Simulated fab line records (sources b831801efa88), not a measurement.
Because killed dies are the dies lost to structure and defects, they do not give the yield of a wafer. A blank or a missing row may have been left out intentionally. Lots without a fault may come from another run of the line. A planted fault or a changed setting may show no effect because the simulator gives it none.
What tool caused it? || flow sky130 || 30 wafers from 10 lots sampled at 2 of the route's 708 steps

== WHAT THE GAUGES SHOWED, per wafer ==
SKY_LI_CONTACT_OVL_MEAS_13.
{"lot": "L341", "measured": "day 29 21:20", "on": "overlay-02", "LI_CONTACT_OVL (nm)": "-3 4 -4"}
{"lot": "L342", "measured": "day 30 01:34", "on": "overlay-01", "LI_CONTACT_OVL (nm)": "3 5 2"}
{"lot": "L343", "measured": "day 30 17:07", "on": "overlay-02", "LI_CONTACT_OVL (nm)": "0 5 0"}
{"lot": "L346", "measured": "day 31 13:56", "on": "overlay-01", "LI_CONTACT_OVL (nm)": "-7 -7 -1"}
{"lot": "L344", "measured": "day 31 14:52", "on": "overlay-01", "LI_CONTACT_OVL (nm)": "5 -5 2"}
{"lot": "L351", "measured": "day 33 00:44", "on": "overlay-02", "LI_CONTACT_OVL (nm)": "0 2 10"}
{"lot": "L360", "measured": "day 36 02:58", "on": "overlay-02", "LI_CONTACT_OVL (nm)": "-4 2 2"}
{"lot": "L362", "measured": "day 36 09:40", "on": "overlay-01", "LI_CONTACT_OVL (nm)": "12 18 11"}
{"lot": "L361", "measured": "day 36 16:59", "on": "overlay-01", "LI_CONTACT_OVL (nm)": "9 0 1"}
{"lot": "L363", "measured": "day 37 06:58", "on": "overlay-02", "LI_CONTACT_OVL (nm)": "5 4 6"}

== TOOL THAT RAN EACH LOT (tool first, then ch and the chambers of the sampled wafers, then the start) ==
{"lot": "L341", "SKY_LI_CONTACT_CMP_02": "cmp-01 ch 0,1,2, day 28 16:55"}
{"lot": "L342", "SKY_LI_CONTACT_CMP_02": "cmp-01 ch 0,1,3, day 28 20:50"}
{"lot": "L343", "SKY_LI_CONTACT_CMP_02": "cmp-01 ch 1,2,3, day 29 12:47"}
{"lot": "L346", "SKY_LI_CONTACT_CMP_02": "cmp-02 ch 0,1,2, day 30 09:47"}
{"lot": "L344", "SKY_LI_CONTACT_CMP_02": "cmp-01 ch 0,2,3, day 30 10:08"}
{"lot": "L351", "SKY_LI_CONTACT_CMP_02": "cmp-01 ch 0,2,3, day 31 20:47"}
{"lot": "L360", "SKY_LI_CONTACT_CMP_02": "cmp-02 ch 0,2, day 34 23:32"}
{"lot": "L362", "SKY_LI_CONTACT_CMP_02": "cmp-01 ch 0,2,3, day 35 06:57"}
{"lot": "L361", "SKY_LI_CONTACT_CMP_02": "cmp-01 ch 0,1,2, day 35 13:55"}
{"lot": "L363", "SKY_LI_CONTACT_CMP_02": "cmp-02 ch 1,2,3, day 36 03:59"}
- SKY_LI_CONTACT_CMP_02: polishes PSG.

== THE ANSWER, worked out from the rows above alone ==
Rule: the usual values come from the lots themselves. The widest of any qualifying gaps counts: lots, ordered by their means at a reading, are off when they make up no more than a third of the lots, leave a main group of 4 or more, and stand apart from it by 3 or more times the standard deviation of that group's means. A main group is skipped when, at the precision printed for the reading in the tables above, its means are all equal. Also off: a lot with no number at a reading for which 4 or more lots have one. All remaining lots with rows at the step are treated as sound.
None of the lots is off at any reading shown; this tells nothing.

== WHAT HAD BEEN PUT IN BY THE SIMULATOR ==
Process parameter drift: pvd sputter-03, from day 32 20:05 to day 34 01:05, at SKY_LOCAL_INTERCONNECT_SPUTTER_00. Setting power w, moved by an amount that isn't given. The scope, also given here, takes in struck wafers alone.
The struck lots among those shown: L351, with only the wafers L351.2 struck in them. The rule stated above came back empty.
